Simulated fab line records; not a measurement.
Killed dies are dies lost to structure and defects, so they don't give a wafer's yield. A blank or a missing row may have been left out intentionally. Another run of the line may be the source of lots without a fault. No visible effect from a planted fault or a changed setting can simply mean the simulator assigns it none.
Which of the tools did it? | flow sky130 | 14 lots with 40 wafers sampled at 5 steps, on a route of 708 steps

== WHAT THE GAUGES READ, wafer by wafer ==
SKY_LDD_HVN_OVL_MEAS_07. Usual: LDD_HVN_OVL typically reads -0.2 nm, with standard deviation 1.5.
lot  | measured     | on         | LDD_HVN_OVL (nm) | flag
L726 | day 19 20:41 | overlay-01 | 0.1 -0.1 -0.8    |
L727 | day 19 23:58 | overlay-02 | 0.1 -0.1 -1.4    |
L728 | day 20 05:26 | overlay-01 | 1.8 -0.9 -0.6    |
L731 | day 21 16:22 | overlay-02 | -3.7 -3.0 -2.8   |
L732 | day 21 22:05 | overlay-02 | -3.0 -2.4 -2.5   |
L734 | day 22 15:02 | overlay-02 | -0.6 -0.3 -0.5   |
L735 | day 23 04:38 | overlay-02 | 1.7 -0.4 -0.5    |
L736 | day 23 12:48 | overlay-01 | -0.1 -1.1 -0.4   |
L737 | day 23 17:23 | overlay-02 | -1.2 -1.5 -2.2   |
L739 | day 24 05:13 | overlay-01 | 2.1 2.5          |
L741 | day 25 03:30 | overlay-02 | 1.8 -0.8         |
L747 | day 27 17:24 | overlay-01 | 1.8 2.2 1.4      |
L748 | day 27 19:05 | overlay-01 | 0.4 -0.4 -0.5    |
L749 | day 27 20:28 | overlay-02 | -1.5 -1.6 -0.6   |

SKY_LI_CONTACT_THK_MEAS_01. Usual: LI_CONTACT_HDPCVD_THK typically reads 925 nm, with standard deviation 9.9.
lot  | measured     | on            | LI_CONTACT_HDPCVD_THK (nm) | flag
L726 | day 27 13:41 | film metro-02 | 910 928 920                |
L727 | day 27 15:06 | film metro-02 | 920 925 936                |
L728 | day 27 20:59 | film metro-04 | 945 930 929                |
L731 | day 29 06:11 | film metro-03 | 930 938 924                |
L732 | day 29 12:08 | film metro-03 | 923 917 915                |
L734 | day 30 02:18 | film metro-02 | 917 925 915                |
L735 | day 30 14:16 | film metro-03 | 905 909 907                |
L736 | day 30 20:27 | film metro-02 | 925 935 933                |
L737 | day 31 02:29 | film metro-04 | 926 922 918                |
L739 | day 31 11:46 | film metro-04 | 928 933                    |
L741 | day 32 06:49 | film metro-03 | 926 923                    |
L747 | day 34 13:49 | film metro-03 | 932 924 914                |
L748 | day 34 15:47 | film metro-04 | 935 932 928                |
L749 | day 34 18:30 | film metro-04 | 929 918 936                |

SKY_CONTACT_THK_MEAS_03. Usual: CONTACT_HDPCVD_THK typically reads 563 nm, with standard deviation 6.6.
lot  | measured     | on            | CONTACT_HDPCVD_THK (nm) | flag
L726 | day 30 01:26 | film metro-02 | 565 562 561             |
L727 | day 30 02:14 | film metro-03 | 566 565 566             |
L728 | day 30 07:49 | film metro-02 | 557 549 548             |
L731 | day 31 15:44 | film metro-01 | 572 570 560             |
L732 | day 31 19:53 | film metro-02 | 570 560 564             |
L734 | day 32 09:44 | film metro-01 | 561 571 573             |
L735 | day 32 21:57 | film metro-03 | 565 558 562             |
L736 | day 33 05:09 | film metro-02 | 564 561 555             |
L737 | day 33 09:22 | film metro-03 | 547 560 550             |
L739 | day 33 18:43 | film metro-01 | 218 227                 | OFF
L741 | day 34 13:26 | film metro-01 | 235 567                 | OFF
L747 | day 36 21:40 | film metro-03 | 557 568 566             |
L748 | day 36 23:49 | film metro-03 | 573 558 575             |
L749 | day 37 02:56 | film metro-02 | 554 556 573             |

== EACH LOT AND THE TOOL THAT RAN IT (in order: tool; ch and the chambers of the sampled wafers; start) ==
lot  | SKY_VT_ADJUST_HVTR_STRIP_10          | SKY_CONTACT_HDPCVD_02
L726 | plasma asher-03 ch 0,1, day 9 06:23  | hdpcvd-02 ch 1,2, day 30 01:20
L727 | plasma asher-01 ch 1, day 9 10:25    | hdpcvd-02 ch 0,2, day 30 02:08
L728 | plasma asher-01 ch 0,1, day 9 16:38  | hdpcvd-02 ch 0,2, day 30 07:45
L731 | plasma asher-04 ch 0,1, day 10 17:22 | hdpcvd-01 ch 0,1,2, day 31 15:40
L732 | plasma asher-03 ch 0,1, day 10 22:19 | hdpcvd-01 ch 0,1, day 31 19:49
L734 | plasma asher-03 ch 0,1, day 11 09:52 | hdpcvd-01 ch 0,1,2, day 32 09:40
L735 | plasma asher-01 ch 0,1, day 11 23:25 | hdpcvd-02 ch 0,1,2, day 32 21:52
L736 | plasma asher-01 ch 0,1, day 12 06:26 | hdpcvd-02 ch 0,2, day 33 05:04
L737 | plasma asher-01 ch 0, day 12 07:02   | hdpcvd-02 ch 0,2, day 33 09:18
L739 | plasma asher-01 ch 0,1, day 12 20:52 | hdpcvd-02 ch 2, day 33 18:37
L741 | plasma asher-03 ch 0,1, day 13 14:10 | hdpcvd-02 ch 0,1, day 34 13:22
L747 | plasma asher-01 ch 0,1, day 15 09:49 | hdpcvd-01 ch 1,2, day 36 21:36
L748 | plasma asher-03 ch 0,1, day 15 17:03 | hdpcvd-01 ch 0,1, day 36 23:43
L749 | plasma asher-04 ch 1, day 15 21:26   | hdpcvd-01 ch 0,1, day 37 02:49
- SKY_VT_ADJUST_HVTR_STRIP_10: strips in O2/N2.
- SKY_CONTACT_HDPCVD_02: deposits SiO2, target thk 565 nm, time 94.2 s.

== AS READ BY THE TOOLS THEMSELVES (means over the sampled wafers that have a number; for cases with no such wafer, the mark the record gives instead) ==
SKY_VT_ADJUST_HVTR_STRIP_10. Usual: drypump motor current A 5.7 A, standard deviation 0.54; oes product au 0.715 a.u., standard deviation 0.0051; strip time to endpoint s 14.19 s, standard deviation 0.038.
lot  | tool            | drypump motor current A (A) | oes product au (a.u.) | strip time to endpoint s (s) | flag
L726 | plasma asher-03 | 5.8                         | 0.719                 | 14.24                        |
L727 | plasma asher-01 | 5.0                         | 0.719                 | 14.20                        |
L728 | plasma asher-01 | 5.5                         | 0.707                 | 14.21                        |
L731 | plasma asher-04 | 5.8                         | 0.713                 | 14.10                        |
L732 | plasma asher-03 | 5.7                         | 0.713                 | 14.16                        |
L734 | plasma asher-03 | 5.7                         | 0.717                 | 14.18                        |
L735 | plasma asher-01 | 5.5                         | 0.713                 | 14.25                        |
L736 | plasma asher-01 | 5.5                         | 0.720                 | 14.18                        |
L737 | plasma asher-01 | 6.4                         | 0.718                 | 14.17                        |
L739 | plasma asher-01 | 5.7                         | 0.715                 | 14.20                        |
L741 | plasma asher-03 | 5.8                         | 0.715                 | 14.21                        |
L747 | plasma asher-01 | 5.9                         | 0.716                 | 14.18                        |
L748 | plasma asher-03 | 5.7                         | 0.711                 | 14.24                        |
L749 | plasma asher-04 | 5.2                         | 0.718                 | 14.21                        |

== THE ANSWER, worked out from the rows above alone ==
Rule: lot off if the mean of its wafers having a number is beyond 3 standard deviations from the usual mean. Also off: a lot with no number at a reading for which 4 or more lots have one. All remaining lots with rows at the step are treated as sound. First the gauges in route order, then the tools' own readings, where a lot's mean is used as printed above. At the first step where some lot is off, the reading lying furthest off is the one used; lots without a number count as furthest.
Off: L739, L741, at SKY_CONTACT_THK_MEAS_03 (CONTACT_HDPCVD_THK).
If a tool, at a process step before that reading, ran all the lots that are off and no sound lot after the first of them, it fits. Those tools and the gauges at SKY_CONTACT_THK_MEAS_03 are tried in the same way. This does not decide it: 2 tools fit, namely hdpcvd-02 at SKY_CONTACT_HDPCVD_02 and film metro-01 at SKY_CONTACT_THK_MEAS_03.

== WHAT HAD BEEN PUT IN BY THE SIMULATOR ==
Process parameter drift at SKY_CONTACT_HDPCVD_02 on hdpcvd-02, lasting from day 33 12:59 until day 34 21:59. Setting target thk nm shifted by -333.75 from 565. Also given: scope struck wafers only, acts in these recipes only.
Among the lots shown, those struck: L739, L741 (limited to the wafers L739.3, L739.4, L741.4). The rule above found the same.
